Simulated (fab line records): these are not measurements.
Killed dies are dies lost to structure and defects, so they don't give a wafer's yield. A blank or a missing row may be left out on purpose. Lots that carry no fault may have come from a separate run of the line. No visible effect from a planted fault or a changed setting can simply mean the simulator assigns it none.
Which tool is to blame? | flow sky130 | 13 lots with 36 wafers sampled at 5 steps, on a route of 708 steps

== WHAT THE GAUGES READ, wafer by wafer ==
SKY_VT_ADJUST_PCH_OVL_MEAS_07. Usual: VT_ADJUST_PCH_OVL typically reads -0.2 nm, with standard deviation 1.5.
lot  | measured     | on         | VT_ADJUST_PCH_OVL (nm) | flag
L556 | day 11 03:04 | overlay-01 | -0.8 -1.2 0.4          |
L557 | day 11 14:41 | overlay-01 | 0.0 -2.5 -1.2          |
L558 | day 11 16:08 | overlay-01 | 0.3 0.3 -1.3           |
L559 | day 12 02:26 | overlay-01 | -1.4 -3.0 -2.5         |
L561 | day 12 17:37 | overlay-01 | -1.4 -1.4 -2.2         |
L565 | day 13 19:44 | overlay-02 | -0.8 -0.7              |
L567 | day 14 09:13 | overlay-02 | -1.8 -1.0              |
L568 | day 14 21:29 | overlay-02 | 1.7 1.6                |
L572 | day 16 13:43 | overlay-01 | -2.0 -0.9 -0.6         |
L573 | day 16 14:44 | overlay-02 | -0.2 -0.2 0.7          |
L574 | day 16 21:20 | overlay-02 | -0.1 1.3 1.8           |
L575 | day 17 10:47 | overlay-02 | 0.8 -0.4 1.0           |
L576 | day 17 13:34 | overlay-01 | -3.0 -0.9 -0.5         |

SKY_LOCAL_INTERCONNECT_CD_MEAS_11: the cd target is 170 nm. Usual: cd-nm reads 170.4 nm (standard deviation 1.5).
lot  | measured     | on        | cd-nm (nm)        | flag
L556 | day 30 22:58 | cd-sem-02 | 173.1 172.6 172.7 |
L557 | day 31 23:19 | cd-sem-02 | 167.8 170.4 168.2 |
L558 | day 32 01:06 | cd-sem-02 | 170.5 169.7 169.6 |
L559 | day 32 02:52 | cd-sem-02 | 171.2 170.8 171.7 |
L561 | day 32 17:17 | cd-sem-02 | 169.3 169.5 169.6 |
L565 | day 34 00:11 | cd-sem-02 | 182.3 170.8       | OFF
L567 | day 34 16:56 | cd-sem-02 | 179.3 180.6       | OFF
L568 | day 34 21:35 | cd-sem-02 | 183.3 170.9       | OFF
L572 | day 36 14:59 | cd-sem-01 | 169.8 169.5 169.1 |
L573 | day 36 19:22 | cd-sem-01 | 170.3 170.0 171.3 |
L574 | day 37 00:37 | cd-sem-01 | 168.5 168.6 169.5 |
L575 | day 37 05:27 | cd-sem-02 | 168.6 169.7 169.2 |
L576 | day 37 13:35 | cd-sem-01 | 170.0 170.3 171.7 |

SKY_VIA3_THK_MEAS_01. Usual: VIA3_HDPCVD_THK typically reads 1636 nm, with standard deviation 18.
lot  | measured     | on            | VIA3_HDPCVD_THK (nm) | flag
L556 | day 39 02:13 | film-metro-04 | 1641 1639 1648       |
L557 | day 39 23:46 | film-metro-04 | 1624 1635 1656       |
L558 | day 40 01:44 | film-metro-04 | 1662 1651 1646       |
L559 | day 40 05:32 | film-metro-02 | 1633 1636 1616       |
L561 | day 40 17:07 | film-metro-04 | 1635 1629 1636       |
L565 | day 41 21:32 | film-metro-01 | 1654 1641            |
L567 | day 42 11:22 | film-metro-01 | 1639 1644            |
L568 | day 42 15:19 | film-metro-02 | 1631 1614            |
L572 | day 44 04:05 | film-metro-04 | 1633 1626 1621       |
L573 | day 44 09:13 | film-metro-02 | 1609 1631 1635       |
L574 | day 44 13:35 | film-metro-02 | 1641 1646 1648       |
L575 | day 44 17:55 | film-metro-02 | 1619 1630 1635       |
L576 | day 45 01:37 | film-metro-02 | 1632 1618 1633       |

== WHICH TOOL RAN EACH LOT (tool, then ch and the chambers of the sampled wafers, then the start) ==
lot  | SKY_NWELL_STRIP_14                   | SKY_LOCAL_INTERCONNECT_DEVELOP_10
L556 | plasma-asher-02 ch 1, day 5 02:39    | litho-track-04 ch 0, day 30 22:00
L557 | plasma-asher-02 ch 0,1, day 5 10:17  | litho-track-02 ch 0, day 31 23:00
L558 | plasma-asher-02 ch 0,1, day 5 11:48  | litho-track-02 ch 0, day 32 00:00
L559 | plasma-asher-03 ch 0,1, day 5 20:16  | litho-track-03 ch 0, day 32 02:00
L561 | plasma-asher-02 ch 0,1, day 6 07:21  | litho-track-02 ch 0, day 32 17:00
L565 | plasma-asher-04 ch 0,1, day 7 04:46  | litho-track-02 ch 0, day 34 00:00
L567 | plasma-asher-02 ch 1, day 7 16:04    | litho-track-02 ch 0, day 34 16:00
L568 | plasma-asher-03 ch 0, day 7 22:58    | litho-track-02 ch 0, day 34 21:00
L572 | plasma-asher-02 ch 0,1, day 9 05:52  | litho-track-04 ch 0, day 36 14:00
L573 | plasma-asher-04 ch 0,1, day 9 06:49  | litho-track-03 ch 0, day 36 19:00
L574 | plasma-asher-02 ch 0,1, day 9 12:55  | litho-track-04 ch 0, day 37 00:00
L575 | plasma-asher-03 ch 0,1, day 9 23:38  | litho-track-03 ch 0, day 37 05:00
L576 | plasma-asher-02 ch 0,1, day 10 01:51 | litho-track-04 ch 0, day 37 13:00
- SKY_NWELL_STRIP_14: strips in O2/N2.
- SKY_LOCAL_INTERCONNECT_DEVELOP_10: develop time 60 s.

== AS READ BY THE TOOLS THEMSELVES (means over the sampled wafers that have a number; for cases with no such wafer, the mark the record gives instead) ==
SKY_NWELL_STRIP_14. Usual: drypump-motor-current-A 5.6 A, standard deviation 0.51; oes-product-au 0.722 a.u., standard deviation 0.0048; strip-time-to-endpoint-s 36.95 s, standard deviation 0.12.
lot  | tool            | drypump-motor-current-A (A) | oes-product-au (a.u.) | strip-time-to-endpoint-s (s) | flag
L556 | plasma-asher-02 | 5.2                         | 0.724                 | 36.79                        |
L557 | plasma-asher-02 | 5.5                         | 0.724                 | 37.04                        |
L558 | plasma-asher-02 | 5.9                         | 0.719                 | 36.77                        |
L559 | plasma-asher-03 | 5.1                         | 0.724                 | 37.04                        |
L561 | plasma-asher-02 | 5.6                         | 0.719                 | 36.85                        |
L565 | plasma-asher-04 | 5.8                         | 0.720                 | 37.08                        |
L567 | plasma-asher-02 | 5.2                         | 0.723                 | 36.80                        |
L568 | plasma-asher-03 | 5.0                         | 0.716                 | 37.01                        |
L572 | plasma-asher-02 | 5.5                         | 0.725                 | 36.99                        |
L573 | plasma-asher-04 | 5.8                         | 0.727                 | 37.04                        |
L574 | plasma-asher-02 | 5.6                         | 0.730                 | 36.85                        |
L575 | plasma-asher-03 | 5.1                         | 0.720                 | 37.04                        |
L576 | plasma-asher-02 | 5.6                         | 0.720                 | 37.13                        |

SKY_LOCAL_INTERCONNECT_DEVELOP_10. Usual: exhaust-pa reads 45.1 Pa (standard deviation 0.87).
lot  | tool           | exhaust-pa (Pa) | flag
L556 | litho-track-04 | 46.0            |
L557 | litho-track-02 | 45.3            |
L558 | litho-track-02 | 45.2            |
L559 | litho-track-03 | 44.2            |
L561 | litho-track-02 | 44.3            |
L565 | litho-track-02 | 45.0            |
L567 | litho-track-02 | 43.8            |
L568 | litho-track-02 | 45.5            |
L572 | litho-track-04 | 45.3            |
L573 | litho-track-03 | 44.9            |
L574 | litho-track-04 | 44.1            |
L575 | litho-track-03 | 44.6            |
L576 | litho-track-04 | 45.5            |

== THE ANSWER, worked out from the rows above alone ==
Rule: a lot counts as off when the mean over its wafers that have a number is more than 3 standard deviations away from the usual mean. Also off: a lot with no number at a reading for which 4 or more lots have one. All remaining lots with rows at the step are treated as sound. Order of review: gauges by route order, followed by the tools' own readings, for which a lot's mean as printed above is used. The first step at which some lot is off is used, and at that step the reading that is off furthest; a lot without a number counts as furthest.
Off: L565, L567, L568, at SKY_LOCAL_INTERCONNECT_CD_MEAS_11 (cd-nm).
A tool fits if, at a process step before that reading, it ran every lot that is off, and no sound lot after the first of them. The gauges at SKY_LOCAL_INTERCONNECT_CD_MEAS_11 are tried like those tools. One fits: litho-track-02 at SKY_LOCAL_INTERCONNECT_DEVELOP_10. A fault onset in the window from L561 (day 32 17:00, its last sound lot) to L565 (day 34 00:00, its first lot off) fits.

== WHAT WAS PUT IN BY THE SIMULATOR ==
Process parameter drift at SKY_LOCAL_INTERCONNECT_DEVELOP_10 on litho-track-02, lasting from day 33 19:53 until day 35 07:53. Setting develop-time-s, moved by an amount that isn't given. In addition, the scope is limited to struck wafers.
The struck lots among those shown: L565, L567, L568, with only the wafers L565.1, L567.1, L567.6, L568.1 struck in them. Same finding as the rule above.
